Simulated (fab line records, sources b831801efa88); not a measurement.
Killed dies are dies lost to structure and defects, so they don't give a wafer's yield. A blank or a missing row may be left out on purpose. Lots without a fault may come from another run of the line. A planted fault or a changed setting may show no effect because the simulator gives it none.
Problem report in the 8D (eight disciplines) form, filled by code | flow sfq_line | the parts of the form that need people (team, actions taken, sign-off) are left out

1. THE PROBLEM
rf_fwd_power_W at SFQ_TRILAYER_I5_ETCH_VIA_ETCH_147 reads a mean of 419.3 W on 6 wafers of 2 lots; wafers without a fault read 498.4 W with a standard deviation of 1.5. That is -53 standard deviations from the usual mean.
The step: etches the open film in CHF3, stops on Nb, target depth 360 nm.
First seen on wafer L613.1, day 68 03:17, on rie_diel-04. The record holds 18 wafers of 6 lots with a number at this step. Rule for "out", or "out of limits": more than 4 standard deviations from the usual mean. The other wafers with a number count as sound.

2. WHAT IT IS AND WHAT IT IS NOT
question                    | is                     | is not
which readings at this step | rf_fwd_power_W         | drypump_motor_current_A
which lots                  | L613, L614             | L606, L611, L622, L625
which wafers of those lots  | all that have a number | -
read on which tools         | rie_diel-04            | rie_diel-02, rie_diel-03
when                        | from day 68 03:17      | up to then (6 sound wafers); but 6 sound wafers of L622, L625 came after

3. SUSPECTS, AND WHAT RULES EACH OUT
Counting: a tool at a process step up to the reading stays a suspect if it ran every lot that is out and no sound lot after the first of them.
- rie_diel-04 at SFQ_TRILAYER_I5_BARC_OPEN_VIA_ETCH_200 (etches BARC in O2, target depth 125 nm, time 41.7 s): kept. It ran every lot that is out, first L613 (day 68 03:15), and no sound lot after that; its last sound lot up to then is L611 (day 67 09:15).
- rie_diel-04 at SFQ_TRILAYER_I5_ETCH_VIA_ETCH_147 (etches the open film in CHF3, stops on Nb, target depth 360 nm): kept. It ran every lot that is out, first L613 (day 68 03:17), and no sound lot after that; its last sound lot up to then is L611 (day 67 09:17). Its own readings are out on those wafers: rf_fwd_power_W.
Left after counting: rie_diel-04 at SFQ_TRILAYER_I5_BARC_OPEN_VIA_ETCH_200, rie_diel-04 at SFQ_TRILAYER_I5_ETCH_VIA_ETCH_147.

4. THE CAUSE (what the simulator had put in)
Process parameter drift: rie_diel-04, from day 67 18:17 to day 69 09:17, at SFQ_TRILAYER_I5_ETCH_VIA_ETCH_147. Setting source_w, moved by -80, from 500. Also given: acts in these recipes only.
Counting left 2 suspects, and this tool is among them.

5. THE CHAIN OF EFFECTS, in route order
Each row: a reading whose mean over the struck wafers that have a number lies more than 3 standard deviations from the usual. Only readings for which the record gives a usual standard deviation are gone through. hours: the time from each lot's start at the first step in this table that gives one to its start at this step, as a median over the lots. sigmas: the change in usual standard deviations.
hours | step                              | reading        | usual      | on struck wafers | change | sigmas
0     | SFQ_TRILAYER_I5_ETCH_VIA_ETCH_147 | oes_product_au | 0.990 a.u. | 0.960            | -0.030 | -4.8
0     | SFQ_TRILAYER_I5_ETCH_VIA_ETCH_147 | rf_fwd_power_W | 498.4 W    | 419.3            | -79.1  | -53
The process steps in it:
- SFQ_TRILAYER_I5_ETCH_VIA_ETCH_147: etches the open film in CHF3, stops on Nb, target depth 360 nm.

6. WHAT WOULD HAVE CAUGHT IT SOONER
In this record the first reading out of limits was taken at day 68 03:17, 9 hours after the fault began at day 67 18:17.
